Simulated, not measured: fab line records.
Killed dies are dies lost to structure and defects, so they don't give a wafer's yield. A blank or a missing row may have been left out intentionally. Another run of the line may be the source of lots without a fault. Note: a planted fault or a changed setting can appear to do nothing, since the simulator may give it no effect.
Problem report, 8D (eight disciplines) form, completed by code ; flow gf180mcu ; the parts of the form that need people (team, actions taken, sign-off) are left out

1. THE PROBLEM
Across 2 wafers from 2 lots, M1_ALCU_THK at GF_M1_THK_MEAS_06 averages 424 nm, while fault-free wafers read 451 nm with a standard deviation of 6.2. Relative to the usual mean, that is a shift of -4.3 standard deviations.
The step: measures by xrf.
First observed at day 19 01:05: wafer L155.1, on film metro-03. The record has a number at this step for 33 wafers belonging to 11 lots. Rule for "out" (also "out of limits"): further than 4 standard deviations from the usual mean. The other wafers with a number count as sound.

2. WHAT IT IS, WHAT IT ISN'T
question;is;is not
which readings at this step;M1_ALCU_THK;-
which lots;L155, L156;L147, L149, L150, L160, L162, L163, L165, L169, L170
which wafers of those lots;L155.1, L156.5;L155.4, L155.6, L156.4, L156.6
read on which gauges;film metro-03;film metro-01, film metro-04
when;from day 19 01:05;"up to then (11 sound wafers); but 20 sound wafers of L156, L160, L162, L163, L165, L169, L170 came after"

3. THE SUSPECTS, EACH WITH WHAT RULES IT OUT
Counting: if a tool at a process step up to the reading ran every lot that is out, it stays a suspect. Sound lots after the first of them don't rule it out here, since some wafers of a struck lot are sound.
- the gauge at GF_M1_THK_MEAS_06: kept. All the wafers that are out were read on film metro-03, and no step on other tools shows them out.
- pvd sputter-04 at GF_M1_SPUTTER_03 (material Ti, target thk 10 nm, time 6.7 s): kept. Every lot that is out went through it, the first being L155 (day 19 00:55); the last sound lot it ran before that was L150 (day 17 05:40).
- pvd sputter-04 at GF_M1_SPUTTER_04 (material TiN, target thk 50 nm, time 41.7 s): kept. Every lot that is out went through it, the first being L155 (day 19 00:56); the last sound lot it ran before that was L150 (day 17 05:41).
pvd sputter-04 at GF_M1_SPUTTER_03, pvd sputter-04 at GF_M1_SPUTTER_04 and film metro-03 at GF_M1_THK_MEAS_06 are what is left after counting.

4. THE CAUSE (what the simulator had put in)
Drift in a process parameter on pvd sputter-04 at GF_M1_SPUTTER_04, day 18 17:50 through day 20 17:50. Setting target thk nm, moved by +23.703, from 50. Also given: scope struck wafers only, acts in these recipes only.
3 suspects survive the count, and this tool is in that group.

5. SEQUENCE OF EFFECTS, ordered by route
Each row: a reading whose mean over the struck wafers that have a number lies more than 3 standard deviations from the usual. Only readings for which the record gives a usual standard deviation are gone through. hours: the time from each lot's start at the first step in this table that gives one to its start at this step, as a median over the lots. sigmas: the change in usual standard deviations.
hours;step;reading;usual;on struck wafers;change;sigmas
0;GF_M1_THK_MEAS_06;M1_ALCU_THK;451 nm;424;-26;-4.3

6. HOW IT WOULD HAVE BEEN CAUGHT EARLIER
The first out-of-limits reading at a measuring or inspecting step in this record came at day 19 01:05, 7 hours after the fault's start at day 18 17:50.
No tool reading at GF_M1_SPUTTER_04 that has a usual standard deviation in the record was out on any struck wafer, so an alarm limit of 4 standard deviations on those readings would not have fired.
Among the 2 lots that are out, L156 began GF_M1_SPUTTER_04 on pvd sputter-04 after day 19 01:05. It would have been spared by a hold on the tool at that moment.
